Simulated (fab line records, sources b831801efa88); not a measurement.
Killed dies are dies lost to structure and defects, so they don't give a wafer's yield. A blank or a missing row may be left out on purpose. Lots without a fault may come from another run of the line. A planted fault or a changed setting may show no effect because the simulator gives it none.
Chamber matching | flow sky130 | SKY_CONTACT_CMP_27 on cmp-02: 4 sister chambers
The step polishes, stops on SiO2, t overpolish 15 s, target thk 0 nm. 16 wafers are shown with their chamber, then 8 later ones without.

WAFERS WITH THEIR CHAMBER
wafer  | chamber | motor_current_A (A) | time_to_endpoint_s (s) | overpolish_run_s (s)
L236.1 | 1       | 10.9                | 79                     | 15.014
L236.4 | 3       | 12.3                | 84                     | 14.997
L236.6 | 2       | 12.9                | 80                     | 14.984
L237.2 | 2       | 13.4                | 80                     | 15.005
L237.3 | 3       | 12.4                | 87                     | 15.008
L237.6 | 2       | 12.3                | 81                     | 15.018
L238.3 | 3       | 12.2                | 85                     | 15.015
L238.5 | 1       | 11.0                | 75                     | 14.998
L238.6 | 2       | 12.8                | 81                     | 14.992
L246.4 | 2       | 13.1                | 83                     | 14.990
L246.5 | 2       | 12.8                | 79                     | 14.998
L246.6 | 3       | 12.8                | 85                     | 14.996
L245.2 | 3       | 12.9                | 86                     | 15.018
L245.5 | 0       | 10.6                | 87                     | 14.998
L245.6 | 1       | 11.1                | 73                     | 14.996
L247.1 | 2       | 12.0                | 77                     | 14.990

SIGNATURES (means of the wafers above)
reading            | chamber 0 | chamber 1 | chamber 2 | chamber 3 | scatter within a chamber
motor_current_A    | 10.600    | 11.000    | 12.757    | 12.520    | 0.381
time_to_endpoint_s | 87.00     | 75.67     | 80.14     | 85.40     | 1.93
overpolish_run_s   | 14.99800  | 15.00267  | 14.99671  | 15.00680  | 0.0108
Rule: a wafer's distance from a chamber is the root of the sum, over the readings, of the square of ((its reading less the chamber's mean) divided by the reading's scatter). The wafer belongs to the nearest chamber; if the next one is less than 2 further off, it can't be placed. The scatter: the root of (the sum of the squares of (reading less its chamber's mean) over the shown wafers, divided by (wafers less chambers)).

WAFERS WITHOUT THEIR CHAMBER
wafer  | motor_current_A (A) | time_to_endpoint_s (s) | overpolish_run_s (s)
L247.5 | 10.7                | 77                     | 14.983
L247.6 | 12.7                | 74                     | 14.999
L249.2 | 12.7                | 76                     | 15.004
L249.3 | 10.7                | 87                     | 14.993
L249.4 | 10.8                | 75                     | 14.998
L250.1 | 12.0                | 79                     | 15.015
L250.2 | 12.7                | 83                     | 14.980
L250.3 | 10.8                | 89                     | 14.988

WHICH CHAMBER EACH WENT THROUGH
wafer  | from the rows above          | in truth
L247.5 | 1                            | 1
L247.6 | can't be placed: 2 or 1      | 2
L249.2 | 2                            | 2
L249.3 | 0                            | 0
L249.4 | 1                            | 1
L250.1 | can't be placed: 2 or 1 or 3 | 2
L250.2 | can't be placed: 2 or 3      | 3
L250.3 | 0                            | 0
Placed correctly: 5 of 8. Can't be placed from these rows: 3 (the true chamber is among the candidates in 3). Placed wrongly: 0.
